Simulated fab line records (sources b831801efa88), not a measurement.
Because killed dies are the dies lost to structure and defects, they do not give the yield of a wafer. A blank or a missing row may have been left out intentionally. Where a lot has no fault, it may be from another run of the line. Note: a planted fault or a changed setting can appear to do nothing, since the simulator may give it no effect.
Which tool was responsible? + flow sky130 + Sampling: 13 lots, 37 wafers, 2 of 708 route steps

== WHAT THE GAUGES READ, wafer by wafer ==
SKY_SONOS_TUNNEL_TW_MEAS_12.
| lot  | measured     | on            | SONOS_TUNNEL_TW   |
|------|--------------|---------------|-------------------|
| L647 | day 11 12:00 | film_metro-04 | 197.2 199.0 198.3 |
| L648 | day 11 14:48 | film_metro-01 | 200.1 200.5 200.1 |
| L649 | day 11 21:24 | film_metro-03 | 198.0 198.6 198.2 |
| L651 | day 12 18:11 | film_metro-01 | 200.1 199.2 200.0 |
| L656 | day 14 07:17 | film_metro-04 | 200.1 199.8 199.4 |
| L657 | day 14 10:13 | film_metro-01 | 178.4 178.7       |
| L660 | day 15 14:07 | film_metro-01 | 200.6 200.3 200.5 |
| L663 | day 16 12:50 | film_metro-04 | 197.6 198.7 197.6 |
| L664 | day 16 23:31 | film_metro-03 | 197.9 199.4 198.6 |
| L667 | day 17 22:09 | film_metro-01 | 199.9 200.4 200.3 |
| L668 | day 18 07:52 | film_metro-04 | 198.5 197.9 198.1 |
| L669 | day 18 16:40 | film_metro-01 | 199.9 199.9 198.9 |
| L670 | day 19 22:44 | film_metro-04 | 200.3 199.5 198.4 |

== WHAT TOOL EACH LOT RAN ON (gives the tool, then ch and the chambers of the sampled wafers, and finally the start) ==
| lot  | SKY_SONOS_TUNNEL_IMPLANT_09     |
|------|---------------------------------|
| L647 | implanter-02 ch 0, day 11 11:35 |
| L648 | implanter-03 ch 0, day 11 14:21 |
| L649 | implanter-02 ch 0, day 11 20:59 |
| L651 | implanter-01 ch 0, day 12 17:45 |
| L656 | implanter-03 ch 0, day 14 06:47 |
| L657 | implanter-02 ch 0, day 14 09:49 |
| L660 | implanter-01 ch 0, day 15 13:42 |
| L663 | implanter-03 ch 0, day 16 12:23 |
| L664 | implanter-03 ch 0, day 16 23:08 |
| L667 | implanter-01 ch 0, day 17 21:43 |
| L668 | implanter-01 ch 0, day 18 07:28 |
| L669 | implanter-02 ch 0, day 18 16:16 |
| L670 | implanter-01 ch 0, day 19 22:19 |
- SKY_SONOS_TUNNEL_IMPLANT_09

== AS READ BY THE TOOLS THEMSELVES (means over the sampled wafers that have a number; for cases with no such wafer, the mark the record gives instead) ==
The record holds no such reading with a usual standard deviation.

== THE ANSWER, worked out from the rows above alone ==
Rule: the lots themselves supply what counts as usual. Put in order of their means at a reading, lots are off if they are a third of the lots or fewer, leave a main group of 4 or more, and stand apart from it by a gap of 3 or more times the standard deviation of the main group's means; of several such gaps the widest counts. A main group whose means are all the same, to the digits that the tables above print for the reading, isn't used. Also off: a lot with no number at a reading for which 4 or more lots have one. All remaining lots with rows at the step are treated as sound. First the gauges in route order, then the tools' own readings, where a lot's mean is used as printed above. The first step at which some lot is off is used, and at that step the reading that is off furthest; a lot without a number counts as furthest.
Off: at SKY_SONOS_TUNNEL_TW_MEAS_12 (SONOS_TUNNEL_TW), L657. The main group: mean 199.2, standard deviation 0.88.
If a tool, at a process step before that reading, ran all the lots that are off and no sound lot after the first of them, it fits. The gauges at SKY_SONOS_TUNNEL_TW_MEAS_12 are tried like those tools. None of those tried fits.

== WHAT THE SIMULATOR PUT IN ==
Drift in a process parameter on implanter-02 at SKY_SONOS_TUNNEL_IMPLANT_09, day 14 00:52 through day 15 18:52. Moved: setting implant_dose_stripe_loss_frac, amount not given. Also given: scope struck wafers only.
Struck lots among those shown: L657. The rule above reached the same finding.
